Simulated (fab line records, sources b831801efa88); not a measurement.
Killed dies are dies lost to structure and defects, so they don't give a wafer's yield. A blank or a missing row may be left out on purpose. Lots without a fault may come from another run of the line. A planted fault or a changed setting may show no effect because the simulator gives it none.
fab line records | flow gf180mcu
record lots=5 wafers=15 last_day=33
route steps=602 shown MVPSD@85 VT_IMPLANT@90
lots that met no fault: from a run of the same line without faults
start_h: hours from the record's first day to the start of the lot's first wafer shown | wait_h: hours since the lot's step before | " the same as in the row above | L1.1+2: a row that stands for several wafers | - no value, or no start given | * or withheld: withheld | < > ~ a bound
route shown NAME@n: a module of which the file shows steps, and the number in the route of the first | usual: mean/standard deviation of fault-free wafers | same: alike in all rows | chamber/n: place in a boat | sites: the reading at each site | _std_site: their standard deviation | _edge_site: outer sites' mean less inner sites' | radius_mm: how far each site lies from the wafer's centre | mask NAME#n: copy n | behind: the tool/chamber that last shaped the wafer | hold: why the lot was held/for how many hours/how that ended | device: the transistor (n, p or np) that didn't switch | end of line: the same wafers' tests at the end of the route | a step without rows: its recipe alone | killed: dies lost to structure and defects at the first sort, not the wafer's yield | map: a wafer's dies, x killed, . not, _ none there
set.NAME: the setting as run; set.NAME@STEP: as run at that earlier step | model.NAME: the simulator's own value behind a step, which no gauge read
lots at some steps of the route; a table a step, a row a wafer
services: from which hour (start_h, from the record's first day; less than 0 if before it) a tool's chamber was out of use, for how many hours, and why
## steps
# step GF_MVPSD_OVL_MEAS_07
# usual MVPSD_OVL=0.2/1.3
# columns lot.wafer tool chamber start_h wait_h MVPSD_OVL[nm]
L080.1 overlay-02 - 132.89 - -1.7
L080.3 " - " " -1.3
L080.6 " - " " -2.1
L085.3 overlay-01 - 162.65 - -1.0
L085.5 " - " " -0.7
L085.6 " - " " 0.2
L088.1 overlay-02 - 182.52 - 0.0
L088.4 " - " " 1.9
L088.5 " - " " 2.6
L090.2 overlay-02 - 193.04 - -0.8
L090.4 " - " " 1.1
L090.6 " - " " 1.1
L092.2 overlay-02 - 202.28 - 1.6
L092.4 " - " " 1.4
L092.5 " - " " 1.8
# step GF_MVPSD_IMPLANT_08
# recipe species=B energy_kev=170 dose_cm2=1.5e+13 tilt_deg=0
# columns lot.wafer tool chamber start_h wait_h
L080.1+3+6 implanter-04 0 132.93 0.0
L085.3+5+6 implanter-02 0 162.72 0.1
L088.1+4+5 implanter-01 0 182.56 0.0
L090.2+4+6 implanter-02 0 193.10 0.0
L092.2+4+5 implanter-02 0 202.33 0.0
# step GF_MVPSD_IMPLANT_09
# recipe species=B energy_kev=40 dose_cm2=5e+12 tilt_deg=0
# columns lot.wafer tool chamber start_h wait_h
L080.1+3+6 implanter-04 0 133.08 0.1
L085.3+5+6 implanter-02 0 162.87 0.1
L088.1+4+5 implanter-01 0 182.71 0.1
L090.2+4+6 implanter-02 0 193.25 0.1
L092.2+4+5 implanter-02 0 202.48 0.1
# step GF_MVPSD_STRIP_10
# recipe chemistry=O2/N2 power_w=1400 pressure_mtorr=1500 platen_temp_c=250 o2_flow_sccm=3000 n2_flow_sccm=300 overash_fraction=0.5
# usual chamber_pressure_mTorr=1500.0/1.2 drypump_motor_current_A=5.6/0.46 heater_power_w=311/25 oes_product_au=0.723/0.0047 strip_time_to_endpoint_s=36.92/0.094
# columns lot.wafer tool chamber start_h wait_h chamber_pressure_mTorr drypump_motor_current_A heater_power_w oes_product_au rf_hours_counter_h strip_time_to_endpoint_s
L080.1 plasma_asher-01 1 133.23 0.1 1501.3 5.6 361 0.727 36 36.89
L080.3 " 1 " " 1498.8 5.7 359 0.720 - 36.83
L080.6 " 1 " " 1500.3 5.6 362 0.725 - 36.88
L085.3 plasma_asher-01 1 163.01 0.1 1500.6 5.7 364 0.730 - 36.91
L085.5 " 0 " " 1500.2 5.3 315 0.715 - 36.95
L085.6 " 1 " " 1499.9 5.6 368 0.728 - 37.07
L088.1 plasma_asher-02 0 182.86 0.1 1502.6 4.9 287 0.718 51 36.97
L088.4 " 1 " " 1497.7 6.0 303 0.726 - 37.06
L088.5 " 0 " " 1500.8 4.9 298 0.724 - 36.92
L090.2 plasma_asher-02 1 193.37 0.1 1501.5 6.1 304 0.725 52 36.68
L090.4 " 1 " " 1501.9 6.1 307 0.722 - 36.71
L090.6 " 0 " " 1499.3 4.9 287 0.718 - 36.80
L092.2 plasma_asher-03 1 202.61 0.1 1500.4 6.2 309 0.726 9 36.94
L092.4 " 1 " " 1500.3 6.2 311 0.717 - 37.01
L092.5 " 0 " " 1499.9 5.6 281 0.722 - 37.00
# step GF_MVPSD_TW_MEAS_11
# usual MVPSD_TW=557/5.8
# columns lot.wafer tool chamber start_h wait_h MVPSD_TW
L080.1 film_metro-01 - 133.33 0.1 561
L080.3 " - " " 564
L080.6 " - " " 565
L085.3 film_metro-04 - 163.09 0.1 553
L085.5 " - " " 554
L085.6 " - " " 556
L088.1 film_metro-04 - 182.96 0.1 549
L088.4 " - " " 551
L088.5 " - " " 550
L090.2 film_metro-01 - 193.48 0.1 567
L090.4 " - " " 567
L090.6 " - " " 567
L092.2 film_metro-02 - 202.72 0.1 557
L092.4 " - " " 558
L092.5 " - " " 558
# step GF_VT_IMPLANT_DEHYDRATE_00
# recipe temp_c=200 time_s=60
# columns lot.wafer tool chamber start_h wait_h
L080.1+3+6 litho_track-04 0 140.59 7.3
L085.3+5+6 litho_track-01 0 170.42 7.3
L088.1+4+5 litho_track-04 0 191.04 8.1
L090.2+4+6 litho_track-01 0 201.04 7.6
L092.2+4+5 litho_track-01 0 211.04 8.3
# step GF_VT_IMPLANT_HMDS_01
# recipe prime_time_s=60 prime_temp_c=120
# columns lot.wafer tool chamber start_h wait_h
L080.1+3+6 litho_track-04 0 140.74 0.1
L085.3+5+6 litho_track-01 0 170.57 0.1
L088.1+4+5 litho_track-04 0 191.19 0.1
L090.2+4+6 litho_track-01 0 201.19 0.1
L092.2+4+5 litho_track-01 0 211.19 0.1
# step GF_VT_IMPLANT_COAT_02
# recipe resist=NOVOLAK spin_rpm=3000 resist_thk_nm=1000
# columns lot.wafer tool chamber start_h wait_h
L080.1+3+6 litho_track-04 0 140.89 0.1
L085.3+5+6 litho_track-01 0 170.72 0.1
L088.1+4+5 litho_track-04 0 191.34 0.1
L090.2+4+6 litho_track-01 0 201.34 0.1
L092.2+4+5 litho_track-01 0 211.34 0.1
# step GF_VT_IMPLANT_SOFTBAKE_03
# recipe temp_c=90 time_s=60 resist=NOVOLAK
# columns lot.wafer tool chamber start_h wait_h
L080.1+3+6 litho_track-04 0 141.04 0.1
L085.3+5+6 litho_track-01 0 170.87 0.1
L088.1+4+5 litho_track-04 0 191.49 0.1
L090.2+4+6 litho_track-01 0 201.49 0.1
L092.2+4+5 litho_track-01 0 211.49 0.1
# step GF_VT_IMPLANT_EXPOSE_04
# recipe mask_id=LVPWELL_LV_AREA target_cd_nm=600 na=0.6 source_shape=conventional sigma_outer=0.6 dose_mj=140
# columns lot.wafer tool chamber start_h wait_h mask
L080.1+3+6 iline_stepper-01 0 - - LVPWELL_LV_AREA#0
L085.3+5+6 iline_stepper-01 0 - - LVPWELL_LV_AREA#0
L088.1+4+5 iline_stepper-02 0 - - LVPWELL_LV_AREA#0
L090.2+4+6 iline_stepper-01 0 - - LVPWELL_LV_AREA#0
L092.2+4+5 iline_stepper-01 0 - - LVPWELL_LV_AREA#0
# step GF_VT_IMPLANT_PEB_05
# recipe temp_c=withheld time_s=* resist=NOVOLAK
# columns lot.wafer tool chamber start_h wait_h
L080.1+3+6 litho_track-04 0 - -
L085.3+5+6 litho_track-02 0 - -
L088.1+4+5 litho_track-04 0 - -
L090.2+4+6 litho_track-02 0 - -
L092.2+4+5 litho_track-01 0 - -
# step GF_VT_IMPLANT_DEVELOP_06
# recipe develop_time_s=60 dev_temp_c=23
# columns lot.wafer tool chamber start_h wait_h
L080.1+3+6 litho_track-04 0 148.24 0.1
L085.3+5+6 litho_track-02 0 179.14 0.1
L088.1+4+5 litho_track-04 0 199.54 0.1
L090.2+4+6 litho_track-02 0 210.11 0.1
L092.2+4+5 litho_track-01 0 219.64 0.1
# step GF_VT_IMPLANT_OVL_MEAS_07
# usual VT_IMPLANT_OVL=0.0/1.5
# columns lot.wafer tool chamber start_h wait_h VT_IMPLANT_OVL[nm]
L080.1 overlay-01 - 148.39 0.1 -0.8
L080.3 " - " " -0.2
L080.6 " - " " -1.4
L085.3 overlay-02 - 179.25 0.1 -2.1
L085.5 " - " " -1.4
L085.6 " - " " 0.2
L088.1 overlay-01 - 199.69 0.1 0.5
L088.4 " - " " 2.4
L088.5 " - " " -0.7
L090.2 overlay-02 - 210.24 0.1 1.1
L090.4 " - " " 0.6
L090.6 " - " " -1.0
L092.2 overlay-02 - 219.77 0.1 0.9
L092.4 " - " " -0.5
L092.5 " - " " 0.0
# step GF_VT_IMPLANT_IMPLANT_08
# recipe species=BF2 energy_kev=20 dose_cm2=8.29e+12 tilt_deg=7
# columns lot.wafer tool chamber start_h wait_h
L080.1+3+6 implanter-01 0 148.43 0.0
L085.3+5+6 implanter-02 0 179.33 0.1
L088.1+4+5 implanter-02 0 199.73 0.0
L090.2+4+6 implanter-02 0 210.30 0.0
L092.2+4+5 implanter-02 0 219.83 0.0
# step GF_VT_IMPLANT_STRIP_09
# recipe chemistry=O2/N2 power_w=1400 pressure_mtorr=1500 platen_temp_c=250 o2_flow_sccm=3000 n2_flow_sccm=300 overash_fraction=0.5
# usual chamber_pressure_mTorr=1499.9/1.3 drypump_motor_current_A=5.6/0.34 heater_power_w=332/39 oes_product_au=0.716/0.0045 strip_time_to_endpoint_s=12.63/0.035
# columns lot.wafer tool chamber start_h wait_h chamber_pressure_mTorr drypump_motor_current_A heater_power_w oes_product_au rf_hours_counter_h strip_time_to_endpoint_s
L080.1 plasma_asher-03 0 148.58 0.1 1498.4 5.7 290 0.711 3 12.61
L080.3 " 0 " " 1497.5 5.6 291 0.713 - 12.61
L080.6 " 0 " " 1500.2 5.7 286 0.718 - 12.64
L085.3 plasma_asher-04 1 179.46 0.1 1498.5 5.2 332 0.716 - 12.62
L085.5 " 0 " " 1500.3 6.0 432 0.727 - 12.63
L085.6 " 1 " " 1497.0 5.1 335 0.717 - 12.63
L088.1 plasma_asher-03 0 199.88 0.1 1500.1 5.6 280 0.722 9 12.63
L088.4 " 0 " " 1499.9 5.6 282 0.713 - 12.63
L088.5 " 0 " " 1496.5 5.6 290 0.714 - 12.63
L090.2 plasma_asher-04 1 210.42 0.1 1499.1 5.1 330 0.716 53 12.66
L090.4 " 0 " " 1500.5 6.0 411 0.718 - 12.66
L090.6 " 0 " " 1502.0 6.0 418 0.722 - 12.68
L092.2 plasma_asher-01 1 219.95 0.1 1500.1 5.7 360 0.715 45 12.63
L092.4 " 1 " " 1498.3 5.7 367 0.717 - 12.61
L092.5 " 1 " " 1500.4 5.7 357 0.721 - 12.59
# step GF_VT_IMPLANT_TW_MEAS_10
# usual VT_IMPLANT_TW=567/5.7
# columns lot.wafer tool chamber start_h wait_h VT_IMPLANT_TW
L080.1 film_metro-03 - 148.68 0.1 567
L080.3 " - " " 567
L080.6 " - " " 565
L085.3 film_metro-01 - 179.55 0.1 575
L085.5 " - " " 575
L085.6 " - " " 577
L088.1 film_metro-04 - 199.98 0.1 565
L088.4 " - " " 565
L088.5 " - " " 565
L090.2 film_metro-04 - 210.53 0.1 562
L090.4 " - " " 567
L090.6 " - " " 564
L092.2 film_metro-04 - 220.06 0.1 561
L092.4 " - " " 562
L092.5 " - " " 562
# step GF_VT_IMPLANT_DEHYDRATE_11
# recipe temp_c=200 time_s=60
# columns lot.wafer tool chamber start_h wait_h
L080.1+3+6 litho_track-02 0 156.34 7.7
L085.3+5+6 litho_track-01 0 187.47 7.9
L088.1+4+5 litho_track-04 0 208.24 8.3
L090.2+4+6 litho_track-02 0 218.96 8.4
L092.2+4+5 litho_track-04 0 227.97 7.9
# step GF_VT_IMPLANT_HMDS_12
# recipe prime_time_s=60 prime_temp_c=120
# columns lot.wafer tool chamber start_h wait_h
L080.1+3+6 litho_track-02 0 156.49 0.1
L085.3+5+6 litho_track-01 0 187.62 0.1
L088.1+4+5 litho_track-04 0 208.39 0.1
L090.2+4+6 litho_track-02 0 219.11 0.1
L092.2+4+5 litho_track-04 0 228.12 0.1
# step GF_VT_IMPLANT_COAT_13
# recipe resist=NOVOLAK spin_rpm=3000 resist_thk_nm=1000
# columns lot.wafer tool chamber start_h wait_h
L080.1+3+6 litho_track-02 0 156.64 0.1
L085.3+5+6 litho_track-01 0 187.77 0.1
L088.1+4+5 litho_track-04 0 208.54 0.1
L090.2+4+6 litho_track-02 0 219.26 0.1
L092.2+4+5 litho_track-04 0 228.27 0.1
# step GF_VT_IMPLANT_SOFTBAKE_14
# recipe temp_c=90 time_s=60 resist=NOVOLAK
# columns lot.wafer tool chamber start_h wait_h
L080.1+3+6 litho_track-02 0 156.79 0.1
L085.3+5+6 litho_track-01 0 187.92 0.1
L088.1+4+5 litho_track-04 0 208.69 0.1
L090.2+4+6 litho_track-02 0 219.41 0.1
L092.2+4+5 litho_track-04 0 228.42 0.1
# step GF_VT_IMPLANT_EXPOSE_15
# recipe mask_id=Nwell_LV_AREA target_cd_nm=860 na=0.6 source_shape=conventional sigma_outer=0.6 dose_mj=140
# columns lot.wafer tool chamber start_h wait_h mask
L080.1+3+6 iline_stepper-01 0 - - Nwell_LV_AREA#0
L085.3+5+6 iline_stepper-01 0 - - Nwell_LV_AREA#0
L088.1+4+5 iline_stepper-01 0 - - Nwell_LV_AREA#0
L090.2+4+6 iline_stepper-02 0 - - Nwell_LV_AREA#0
L092.2+4+5 iline_stepper-01 0 - - Nwell_LV_AREA#0
# step GF_VT_IMPLANT_PEB_16
# recipe temp_c=withheld time_s=* resist=NOVOLAK
# columns lot.wafer tool chamber start_h wait_h
L080.1+3+6 litho_track-04 0 - -
L085.3+5+6 litho_track-01 0 - -
L088.1+4+5 litho_track-01 0 - -
L090.2+4+6 litho_track-02 0 - -
L092.2+4+5 litho_track-01 0 - -
# step GF_VT_IMPLANT_DEVELOP_17
# recipe develop_time_s=60 dev_temp_c=23
# columns lot.wafer tool chamber start_h wait_h
L080.1+3+6 litho_track-04 0 164.69 0.1
L085.3+5+6 litho_track-01 0 195.97 0.1
L088.1+4+5 litho_track-01 0 217.42 0.1
L090.2+4+6 litho_track-02 0 228.06 0.1
L092.2+4+5 litho_track-01 0 237.74 0.1
# step GF_VT_IMPLANT_OVL_MEAS_18
# usual VT_IMPLANT_01_OVL=-0.5/1.2
# columns lot.wafer tool chamber start_h wait_h VT_IMPLANT_01_OVL[nm]
L080.1 overlay-02 - 164.84 0.1 -1.3
L080.3 " - " " -1.5
L080.6 " - " " -1.3
L085.3 overlay-01 - 196.08 0.1 -1.0
L085.5 " - " " -0.6
L085.6 " - " " -1.8
L088.1 overlay-02 - 217.57 0.1 0.4
L088.4 " - " " 2.0
L088.5 " - " " 1.7
L090.2 overlay-01 - 228.19 0.1 0.2
L090.4 " - " " -1.3
L090.6 " - " " 1.3
L092.2 overlay-01 - 237.87 0.1 -0.7
L092.4 " - " " -1.4
L092.5 " - " " 0.0
# step GF_VT_IMPLANT_IMPLANT_19
# recipe species=As energy_kev=100 dose_cm2=4.35e+12 tilt_deg=7
# columns lot.wafer tool chamber start_h wait_h
L080.1+3+6 implanter-02 0 164.88 0.0
L085.3+5+6 implanter-03 0 196.16 0.1
L088.1+4+5 implanter-03 0 217.60 0.0
L090.2+4+6 implanter-03 0 228.25 0.0
L092.2+4+5 implanter-02 0 237.93 0.0
# step GF_VT_IMPLANT_STRIP_20
# recipe chemistry=O2/N2 power_w=1400 pressure_mtorr=1500 platen_temp_c=250 o2_flow_sccm=3000 n2_flow_sccm=300 overash_fraction=0.5
# usual chamber_pressure_mTorr=1499.9/1.3 drypump_motor_current_A=5.7/0.37 heater_power_w=336/45 oes_product_au=0.715/0.0049 strip_time_to_endpoint_s=12.62/0.034
# columns lot.wafer tool chamber start_h wait_h chamber_pressure_mTorr drypump_motor_current_A heater_power_w oes_product_au rf_hours_counter_h strip_time_to_endpoint_s
L080.1 plasma_asher-03 0 165.03 0.1 1500.3 5.6 286 0.716 5 12.62
L080.3 " 1 " " 1502.0 6.2 310 0.719 - 12.65
L080.6 " 0 " " 1501.1 5.6 282 0.714 - 12.59
L085.3 plasma_asher-04 1 196.29 0.1 1498.7 5.1 317 0.721 - 12.55
L085.5 " 0 " " 1500.8 6.0 430 0.719 - 12.57
L085.6 " 1 " " 1498.4 5.2 328 0.716 - 12.57
L088.1 plasma_asher-03 0 217.75 0.1 1499.9 5.7 294 0.718 11 12.65
L088.4 " 1 " " 1498.6 6.2 309 0.718 - 12.64
L088.5 " 0 " " 1499.0 5.6 286 0.715 - 12.65
L090.2 plasma_asher-03 0 228.37 0.1 1499.0 5.6 295 0.707 12 12.66
L090.4 " 1 " " 1500.8 6.2 304 0.719 - 12.66
L090.6 " 0 " " 1497.9 5.6 286 0.700 - 12.67
L092.2 plasma_asher-03 0 238.05 0.1 1500.2 5.6 286 0.717 13 12.62
L092.4 " 1 " " 1500.4 6.2 314 0.715 - 12.63
L092.5 " 1 " " 1499.7 6.2 310 0.712 - 12.59
# step GF_VT_IMPLANT_TW_MEAS_21
# usual VT_IMPLANT_2_TW=1220/12
# columns lot.wafer tool chamber start_h wait_h VT_IMPLANT_2_TW
L080.1 film_metro-04 - 165.13 0.1 1215
L080.3 " - " " 1214
L080.6 " - " " 1213
L085.3 film_metro-03 - 196.38 0.1 1208
L085.5 " - " " 1216
L085.6 " - " " 1218
L088.1 film_metro-04 - 217.85 0.1 1205
L088.4 " - " " 1211
L088.5 " - " " 1217
L090.2 film_metro-01 - 228.48 0.1 1233
L090.4 " - " " 1233
L090.6 " - " " 1236
L092.2 film_metro-01 - 238.16 0.1 1232
L092.4 " - " " 1235
L092.5 " - " " 1233
# step GF_VT_IMPLANT_DEHYDRATE_22
# recipe temp_c=200 time_s=60
# columns lot.wafer tool chamber start_h wait_h
L080.1+3+6 litho_track-01 0 172.57 7.4
L085.3+5+6 litho_track-04 0 204.39 8.0
L088.1+4+5 litho_track-01 0 226.12 8.3
L090.2+4+6 litho_track-01 0 236.99 8.5
L092.2+4+5 litho_track-02 0 246.81 8.6
# step GF_VT_IMPLANT_HMDS_23
# recipe prime_time_s=60 prime_temp_c=120
# columns lot.wafer tool chamber start_h wait_h
L080.1+3+6 litho_track-01 0 172.72 0.1
L085.3+5+6 litho_track-04 0 204.54 0.1
L088.1+4+5 litho_track-01 0 226.27 0.1
L090.2+4+6 litho_track-01 0 237.14 0.1
L092.2+4+5 litho_track-02 0 246.96 0.1
# step GF_VT_IMPLANT_COAT_24
# recipe resist=NOVOLAK spin_rpm=3000 resist_thk_nm=1000
# columns lot.wafer tool chamber start_h wait_h
L080.1+3+6 litho_track-01 0 172.87 0.1
L085.3+5+6 litho_track-04 0 204.69 0.1
L088.1+4+5 litho_track-01 0 226.42 0.1
L090.2+4+6 litho_track-01 0 237.29 0.1
L092.2+4+5 litho_track-02 0 247.11 0.1
# step GF_VT_IMPLANT_SOFTBAKE_25
# recipe temp_c=90 time_s=60 resist=NOVOLAK
# columns lot.wafer tool chamber start_h wait_h
L080.1+3+6 litho_track-01 0 173.02 0.1
L085.3+5+6 litho_track-04 0 204.84 0.1
L088.1+4+5 litho_track-01 0 226.57 0.1
L090.2+4+6 litho_track-01 0 237.44 0.1
L092.2+4+5 litho_track-02 0 247.26 0.1
# step GF_VT_IMPLANT_EXPOSE_26
# recipe mask_id=LVPWELL_HV_AREA target_cd_nm=860 na=0.6 source_shape=conventional sigma_outer=0.6 dose_mj=140
# columns lot.wafer tool chamber start_h wait_h mask
L080.1+3+6 iline_stepper-01 0 - - LVPWELL_HV_AREA#0
L085.3+5+6 iline_stepper-01 0 - - LVPWELL_HV_AREA#0
L088.1+4+5 iline_stepper-01 0 - - LVPWELL_HV_AREA#0
L090.2+4+6 iline_stepper-02 0 - - LVPWELL_HV_AREA#0
L092.2+4+5 iline_stepper-01 0 - - LVPWELL_HV_AREA#0
# step GF_VT_IMPLANT_PEB_27
# recipe temp_c=withheld time_s=* resist=NOVOLAK
# columns lot.wafer tool chamber start_h wait_h
L080.1+3+6 litho_track-04 0 - -
L085.3+5+6 litho_track-01 0 - -
L088.1+4+5 litho_track-01 0 - -
L090.2+4+6 litho_track-02 0 - -
L092.2+4+5 litho_track-01 0 - -
# step GF_VT_IMPLANT_DEVELOP_28
# recipe develop_time_s=60 dev_temp_c=23
# columns lot.wafer tool chamber start_h wait_h
L080.1+3+6 litho_track-04 0 180.79 0.1
L085.3+5+6 litho_track-01 0 213.07 0.1
L088.1+4+5 litho_track-01 0 235.32 0.1
L090.2+4+6 litho_track-02 0 246.66 0.1
L092.2+4+5 litho_track-01 0 256.04 0.1
# step GF_VT_IMPLANT_OVL_MEAS_29
# usual VT_IMPLANT_02_OVL=0.9/1.4
# columns lot.wafer tool chamber start_h wait_h VT_IMPLANT_02_OVL[nm]
L080.1 overlay-01 - 180.94 0.1 -0.8
L080.3 " - " " 0.6
L080.6 " - " " -0.4
L085.3 overlay-01 - 213.18 0.1 1.2
L085.5 " - " " -0.1
L085.6 " - " " -0.3
L088.1 overlay-02 - 235.47 0.1 1.9
L088.4 " - " " 1.9
L088.5 " - " " 0.6
L090.2 overlay-01 - 246.79 0.1 2.1
L090.4 " - " " 2.7
L090.6 " - " " 2.6
L092.2 overlay-02 - 256.17 0.1 0.9
L092.4 " - " " 0.7
L092.5 " - " " -0.3
# step GF_VT_IMPLANT_IMPLANT_30
# recipe species=B energy_kev=25 dose_cm2=2.534e+12 tilt_deg=7
# columns lot.wafer tool chamber start_h wait_h
L080.1+3+6 implanter-01 0 180.98 0.0
L085.3+5+6 implanter-03 0 213.25 0.1
L088.1+4+5 implanter-01 0 235.50 0.0
L090.2+4+6 implanter-01 0 246.85 0.0
L092.2+4+5 implanter-01 0 256.23 0.0
# step GF_VT_IMPLANT_STRIP_31
# recipe chemistry=O2/N2 power_w=1400 pressure_mtorr=1500 platen_temp_c=250 o2_flow_sccm=3000 n2_flow_sccm=300 overash_fraction=0.5
# usual chamber_pressure_mTorr=1499.9/1.5 drypump_motor_current_A=5.6/0.35 heater_power_w=339/43 oes_product_au=0.716/0.0043 strip_time_to_endpoint_s=12.62/0.031
# columns lot.wafer tool chamber start_h wait_h chamber_pressure_mTorr drypump_motor_current_A heater_power_w oes_product_au rf_hours_counter_h strip_time_to_endpoint_s
L080.1 plasma_asher-01 1 181.13 0.1 1498.8 5.6 361 0.715 42 12.61
L080.3 " 0 " " 1502.4 5.3 318 0.714 - 12.62
L080.6 " 1 " " 1499.0 5.6 364 0.717 - 12.58
L085.3 plasma_asher-03 1 213.39 0.1 1500.9 6.2 309 0.712 - 12.62
L085.5 " 0 " " 1501.5 5.6 290 0.711 - 12.64
L085.6 " 1 " " 1499.4 6.2 302 0.712 - 12.63
L088.1 plasma_asher-01 1 235.80 0.2 1499.9 5.7 361 0.709 47 12.59
L088.4 " 1 " " 1498.9 5.6 367 0.711 - 12.64
L088.5 " 1 " " 1501.1 5.6 361 0.720 - 12.60
L090.2 plasma_asher-01 1 246.97 0.1 1500.2 5.7 360 0.709 49 12.59
L090.4 " 1 " " 1499.8 5.7 361 0.712 - 12.61
L090.6 " 0 " " 1499.2 5.3 318 0.720 - 12.64
L092.2 plasma_asher-03 1 256.41 0.2 1500.6 6.2 301 0.724 18 12.61
L092.4 " 1 " " 1497.1 6.2 304 0.716 - 12.63
L092.5 " 1 " " 1501.1 6.2 311 0.718 - 12.63
# step GF_VT_IMPLANT_TW_MEAS_32
# usual VT_IMPLANT_3_TW=271/3.1
# columns lot.wafer tool chamber start_h wait_h VT_IMPLANT_3_TW
L080.1 film_metro-03 - 181.23 0.1 271
L080.3 " - " " 270
L080.6 " - " " 269
L085.3 film_metro-03 - 213.47 0.1 270
L085.5 " - " " 270
L085.6 " - " " 270
L088.1 film_metro-03 - 235.90 0.1 267
L088.4 " - " " 266
L088.5 " - " " 268
L090.2 film_metro-03 - 247.08 0.1 268
L090.4 " - " " 270
L090.6 " - " " 268
L092.2 film_metro-01 - 256.52 0.1 274
L092.4 " - " " 274
L092.5 " - " " 275
# step GF_VT_IMPLANT_DEHYDRATE_33
# recipe temp_c=200 time_s=60
# columns lot.wafer tool chamber start_h wait_h
L080.1+3+6 litho_track-04 0 189.14 7.9
L085.3+5+6 litho_track-04 0 221.64 8.2
L088.1+4+5 litho_track-01 0 244.87 9.0
L090.2+4+6 litho_track-04 0 255.52 8.4
L092.2+4+5 litho_track-02 0 265.36 8.8
# step GF_VT_IMPLANT_HMDS_34
# recipe prime_time_s=60 prime_temp_c=120
# columns lot.wafer tool chamber start_h wait_h
L080.1+3+6 litho_track-04 0 189.29 0.1
L085.3+5+6 litho_track-04 0 221.79 0.1
L088.1+4+5 litho_track-01 0 245.02 0.1
L090.2+4+6 litho_track-04 0 255.67 0.1
L092.2+4+5 litho_track-02 0 265.51 0.1
# step GF_VT_IMPLANT_COAT_35
# recipe resist=NOVOLAK spin_rpm=3000 resist_thk_nm=1000
# columns lot.wafer tool chamber start_h wait_h
L080.1+3+6 litho_track-04 0 189.44 0.1
L085.3+5+6 litho_track-04 0 221.94 0.1
L088.1+4+5 litho_track-01 0 245.17 0.1
L090.2+4+6 litho_track-04 0 255.82 0.1
L092.2+4+5 litho_track-02 0 265.66 0.1
# step GF_VT_IMPLANT_SOFTBAKE_36
# recipe temp_c=90 time_s=60 resist=NOVOLAK
# columns lot.wafer tool chamber start_h wait_h
L080.1+3+6 litho_track-04 0 189.59 0.1
L085.3+5+6 litho_track-04 0 222.09 0.1
L088.1+4+5 litho_track-01 0 245.32 0.1
L090.2+4+6 litho_track-04 0 255.97 0.1
L092.2+4+5 litho_track-02 0 265.81 0.1
# step GF_VT_IMPLANT_EXPOSE_37
# recipe mask_id=Nwell_HV_AREA target_cd_nm=860 na=0.6 source_shape=conventional sigma_outer=0.6 dose_mj=140
# columns lot.wafer tool chamber start_h wait_h mask
L080.1+3+6 iline_stepper-01 0 - - Nwell_HV_AREA#0
L085.3+5+6 iline_stepper-01 0 - - Nwell_HV_AREA#0
L088.1+4+5 iline_stepper-02 0 - - Nwell_HV_AREA#0
L090.2+4+6 iline_stepper-02 0 - - Nwell_HV_AREA#0
L092.2+4+5 iline_stepper-01 0 - - Nwell_HV_AREA#0
# step GF_VT_IMPLANT_PEB_38
# recipe temp_c=withheld time_s=* resist=NOVOLAK
# columns lot.wafer tool chamber start_h wait_h
L080.1+3+6 litho_track-04 0 - -
L085.3+5+6 litho_track-01 0 - -
L088.1+4+5 litho_track-02 0 - -
L090.2+4+6 litho_track-04 0 - -
L092.2+4+5 litho_track-02 0 - -
# step GF_VT_IMPLANT_DEVELOP_39
# recipe develop_time_s=60 dev_temp_c=23
# columns lot.wafer tool chamber start_h wait_h
L080.1+3+6 litho_track-04 0 197.59 0.1
L085.3+5+6 litho_track-01 0 231.32 0.1
L088.1+4+5 litho_track-02 0 254.54 0.1
L090.2+4+6 litho_track-04 0 265.37 0.1
L092.2+4+5 litho_track-02 0 275.76 0.1
# step GF_VT_IMPLANT_OVL_MEAS_40
# usual VT_IMPLANT_03_OVL=-0.4/1.7
# columns lot.wafer tool chamber start_h wait_h VT_IMPLANT_03_OVL[nm]
L080.1 overlay-02 - 197.74 0.1 0.2
L080.3 " - " " 0.6
L080.6 " - " " 0.3
L085.3 overlay-01 - 231.43 0.1 1.9
L085.5 " - " " -0.3
L085.6 " - " " 1.0
L088.1 overlay-01 - 254.69 0.1 -1.6
L088.4 " - " " -0.8
L088.5 " - " " -0.4
L090.2 overlay-02 - 265.50 0.1 -1.0
L090.4 " - " " -1.8
L090.6 " - " " -2.5
L092.2 overlay-01 - 275.89 0.1 -0.6
L092.4 " - " " 1.0
L092.5 " - " " -0.1
# step GF_VT_IMPLANT_IMPLANT_41
# recipe species=As energy_kev=70 dose_cm2=1.013e+12 tilt_deg=7
# columns lot.wafer tool chamber start_h wait_h
L080.1+3+6 implanter-02 0 197.78 0.0
L085.3+5+6 implanter-01 0 231.50 0.1
L088.1+4+5 implanter-01 0 254.72 0.0
L090.2+4+6 implanter-02 0 265.55 0.0
L092.2+4+5 implanter-03 0 275.95 0.0
## services
# columns tool chamber start_h hours kind
plasma_asher-04 - 109.57 0.9 repair
plasma_asher-03 0 117.75 - clean
plasma_asher-03 1 117.75 - clean
implanter-01 - 122.55 2.0 repair
implanter-01 - 129.94 1.7 repair
iline_stepper-01 - 142.07 0.6 repair
implanter-03 - 147.35 3.3 pm
plasma_asher-04 - 152.61 0.5 repair
iline_stepper-02 - 154.88 11.0 repair
plasma_asher-02 - 167.73 2.9 repair
plasma_asher-04 - 171.16 2.8 pm
implanter-01 - 185.18 41.7 pm
iline_stepper-02 - 186.26 0.7 repair
implanter-04 - 187.01 3.4 repair
implanter-02 - 212.87 2.7 pm
implanter-04 - 230.23 3.8 pm
plasma_asher-02 - 235.04 39.0 pm
plasma_asher-04 - 237.86 19.5 pm
implanter-04 - 249.38 2.3 repair
plasma_asher-01 - 252.58 7.6 repair
iline_stepper-02 - 259.89 4.4 repair
## key
fault none
